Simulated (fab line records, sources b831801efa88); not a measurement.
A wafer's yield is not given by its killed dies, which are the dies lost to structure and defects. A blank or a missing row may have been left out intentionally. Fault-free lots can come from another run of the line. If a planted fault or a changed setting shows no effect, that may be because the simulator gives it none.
Which tool did it? | flow gf180mcu | route of 602 steps, sampled at 1 step: 14 lots, 42 wafers

WHAT THE GAUGES SHOWED, per wafer
GF_STI_THK_MEAS_30.
lot  | measured    | on           | STI_OXIDATION_02_THK (nm)
L584 | day 2 16:17 | filmMetro-01 | 9.85 9.93 10.00
L586 | day 3 02:29 | filmMetro-02 | 10.22 10.30 10.32
L587 | day 3 07:20 | filmMetro-01 | 9.98 9.94 9.89
L588 | day 3 15:52 | filmMetro-04 | 10.11 10.21 10.17
L589 | day 3 20:32 | filmMetro-01 | 9.95 9.91 9.87
L591 | day 4 03:13 | filmMetro-02 | 10.04 10.20 10.48
L592 | day 4 11:53 | filmMetro-01 | 10.00 10.06 10.08
L594 | day 4 20:26 | filmMetro-04 | 9.90 9.84 9.82
L600 | day 6 04:13 | filmMetro-04 | 10.26 10.23 10.38
L601 | day 6 09:12 | filmMetro-01 | 10.04 9.96 9.92
L602 | day 6 15:28 | filmMetro-01 | 10.01 10.03 10.09
L603 | day 6 18:57 | filmMetro-02 | 10.23 10.31 10.04
L604 | day 6 23:50 | filmMetro-01 | 9.99 9.88 9.76
L605 | day 7 06:26 | filmMetro-02 | 9.82 10.15 10.05

EACH LOT AND THE TOOL THAT RAN IT (in order: tool; ch and the chambers of the sampled wafers; start)
Record: no process step prior to these readings.

AS READ BY THE TOOLS THEMSELVES (means over the sampled wafers that have a number; for cases with no such wafer, the mark the record gives instead)
The record holds no such reading with a usual standard deviation.

THE ANSWER, worked out from the rows above alone
Rule: the usual values come from the lots themselves. The widest of any qualifying gaps counts: lots, ordered by their means at a reading, are off when they make up no more than a third of the lots, leave a main group of 4 or more, and stand apart from it by 3 or more times the standard deviation of that group's means. Not used: any main group whose means are identical at the precision the tables above print for the reading. A lot without any number at a reading at which 4 lots or more have one is off too. All remaining lots with rows at the step are treated as sound. After the gauges, taken in route order, come the tools' own readings; for these a lot's mean is taken, as printed above. The first step at which some lot is off is used, and at that step the reading that is off furthest; a lot without a number counts as furthest.
No lot is off on any of the readings shown, so nothing can be concluded from this.

WHAT WAS PUT IN BY THE SIMULATOR
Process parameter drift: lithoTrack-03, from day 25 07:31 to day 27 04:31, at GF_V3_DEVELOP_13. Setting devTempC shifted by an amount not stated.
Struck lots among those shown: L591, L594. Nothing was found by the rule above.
